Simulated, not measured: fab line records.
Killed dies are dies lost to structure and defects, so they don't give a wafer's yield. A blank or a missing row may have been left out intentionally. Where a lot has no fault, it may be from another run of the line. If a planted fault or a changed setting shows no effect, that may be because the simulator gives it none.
One fault seen from 2 desks :: flow sky130 :: what lay behind the numbers comes last; until then each desk has only its own

## DESK OF THE TOOL OWNER: implanter-01
For each lot that ran on this tool, the mean over its sampled wafers that have a number, from the tool's own readings at SKY_SD_N_IMPLANT_09. Any lot whose mean is over 4 standard deviations away from the usual mean is out of limits and marked OUT; that distance is given in the brackets.
Columns: A = beamEnergyKeV at SKY_SD_N_IMPLANT_09, usual 50.000
lot: L781
first seen here: day 30 09:35
A: 49.997

lot: L782
first seen here: day 30 21:11
A: 50.011

lot: L786
first seen here: day 31 19:28
A: 50.016

lot: L787
first seen here: day 32 02:55
A: 50.004

lot: L789
first seen here: day 32 19:04
A: 49.984

lot: L792
first seen here: day 33 19:19
A: 50.015

lot: L793
first seen here: day 33 21:24
A: 52.327 (+99 or more) OUT

lot: L794
first seen here: day 34 08:09
A: 52.325 (+99 or more) OUT
This desk's verdict: out of limits on L793, L794, starting with L793 at day 33 21:24 (beamEnergyKeV at SKY_SD_N_IMPLANT_09). In limits: L781, L782, L786, L787, L789, L792.

## THE METROLOGY DESK
What the gauges read for every lot (on any tool): the sampled wafers with a number, averaged. Any lot whose mean is over 4 standard deviations away from the usual mean is out of limits and marked OUT; that distance is given in the brackets.
Columns: A = cdNm at SKY_SD_P_CD_MEAS_07, usual 380.4 nm; B = SD_N_RS at SKY_SD_N_RS_MEAS_16, usual 68.47 ohm/sq
lot: L779
first seen here: day 26 23:02
A: 381.8
B: 68.44

lot: L781
first seen here: day 28 00:13
A: 380.2
B: 68.37

lot: L782
first seen here: day 28 12:56
A: 382.4
B: 68.47

lot: L786
first seen here: day 29 12:11
A: 377.2
B: 68.48

lot: L787
first seen here: day 29 19:13
A: 382.9
B: 68.47

lot: L789
first seen here: day 30 12:53
A: 382.0
B: 68.59

lot: L792
first seen here: day 31 13:50
A: 379.2
B: 68.50

lot: L793
first seen here: day 31 16:11
A: 380.4
B: 66.75 (-17) OUT

lot: L794
first seen here: day 32 02:28
A: 375.7
B: 66.87 (-16) OUT

lot: L796
first seen here: day 32 21:26
A: 383.7
B: 68.54

lot: L798
first seen here: day 33 19:56
A: 380.4
B: 68.53
This desk's result: L793, L794 out of limits, first on L793 (SD_N_RS at SKY_SD_N_RS_MEAS_16), day 33 22:04. In limits: L779, L781, L782, L786, L787, L789, L792, L796, L798.

## ALL TOGETHER
The tool owner's desk had the chance to raise an alarm at day 33 21:24 on L793, L794.
Metrology desk: alarm possible at day 33 22:04 on L793, L794.
Every lot named ran SKY_SD_N_IMPLANT_09 on implanter-01.

## WHAT WAS PUT IN BY THE SIMULATOR
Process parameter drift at SKY_SD_N_IMPLANT_09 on implanter-01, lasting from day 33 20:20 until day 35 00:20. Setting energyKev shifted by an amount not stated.
Lots struck among those shown: L793, L794.
Hours from the fault's start to each desk's first reading out of limits: the tool owner's desk, 1; the metrology desk, 2.
